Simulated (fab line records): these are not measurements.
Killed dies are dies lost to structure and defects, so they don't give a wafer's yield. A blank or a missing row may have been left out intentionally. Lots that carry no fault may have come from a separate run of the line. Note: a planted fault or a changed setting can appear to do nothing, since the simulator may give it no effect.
Problem report, 8D (eight disciplines) form, completed by code ; flow sky130 ; the parts of the form that need people (team, actions taken, sign-off) are left out

1. PROBLEM STATEMENT
VIA1_HDPCVD_THK at SKY_VIA1_THK_MEAS_01 reads a mean of 1566 nm on 4 wafers of 2 lots; wafers without a fault read 1036 nm with a standard deviation of 12. Relative to the usual mean, that is a shift of +44 standard deviations.
First observed at day 36 22:59: wafer L191.1, on film-metro-01. Wafers with a number at this step in the record: 33, from 11 lots. Rule for "out" (also "out of limits"): further than 4 standard deviations from the usual mean. All remaining wafers that have a number are taken as sound.

2. WHAT IT IS, AND WHAT IT ISN'T
question;is;is not
which readings at this step;VIA1_HDPCVD_THK;-
which lots;L191, L193;L180, L181, L183, L184, L185, L197, L200, L201, L203
which wafers of those lots;L191.1, L191.5, L193.2, L193.6;L191.6, L193.1
read on which gauges;film-metro-01;film-metro-02, film-metro-04
when;from day 36 22:59;"up to then (16 sound wafers); but 13 sound wafers of L193, L197, L200, L201, L203 came after"

3. SUSPECTS, AND WHAT RULES EACH OUT
Counting: a tool at a process step up to the reading stays a suspect if it ran every lot that is out. Sound lots after the first of them don't rule it out here, since some wafers of a struck lot are sound.
- the gauge at SKY_VIA1_THK_MEAS_01 is ruled out. All the wafers that are out were read on film-metro-01, but those of them that SKY_VIA1_HDPCVD_00 has rows for are out there too, on other tools.
- hdpcvd-01 at SKY_VIA1_HDPCVD_00 (deposits SiO2, target thk 1030 nm, time 171.7 s): kept. Every lot that is out went through it, the first being L191 (day 36 22:52); the last sound lot it ran before that was L184 (day 34 19:39). On those wafers its own readings are out: sih4-flow-sccm.
- hdpcvd-01, SKY_VIA1_HDPCVD_00: wafers that are out in chamber 0, sound lot-mates in chambers 1, 2.
Left after counting: hdpcvd-01 at SKY_VIA1_HDPCVD_00.

4. THE CAUSE (what the simulator had put in)
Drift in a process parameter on hdpcvd-01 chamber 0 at SKY_VIA1_HDPCVD_00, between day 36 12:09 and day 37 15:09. A move of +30 in setting sih4-flow-sccm, from 60. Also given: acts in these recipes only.
This tool alone remained once counting was done.

5. THE EFFECT CHAIN, in route order
Each row: a reading where the mean over the struck wafers with a number is more than 3 standard deviations away from the usual. Only readings for which the record gives a usual standard deviation are gone through. hours: the time from each lot's start at the first step in this table that gives one to its start at this step, as a median over the lots. sigmas: the change in usual standard deviations.
hours;step;reading;usual;on struck wafers;change;sigmas
0;SKY_VIA1_HDPCVD_00;sih4-flow-sccm;59.98 sccm;89.99;+30.01;+99 or more
0;SKY_VIA1_THK_MEAS_01;VIA1_HDPCVD_THK;1036 nm;1566;+530;+44
Process steps it contains:
- SKY_VIA1_HDPCVD_00: deposits SiO2, target thk 1030 nm, time 171.7 s.

6. WHAT WOULD HAVE CAUGHT IT SOONER
Counted from the fault's start at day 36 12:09, it took 11 hours until the first out-of-limits reading at a measuring or inspecting step in this record, taken at day 36 22:59.
At SKY_VIA1_HDPCVD_00, the tool's own readings (sih4-flow-sccm) were out on each struck wafer the step has a row for, so an alarm limit on them would have fired on the first such wafer.
Of the lots that are out (2), L193 began SKY_VIA1_HDPCVD_00 on hdpcvd-01 after day 36 22:59. A hold on the tool at that time would have spared it.
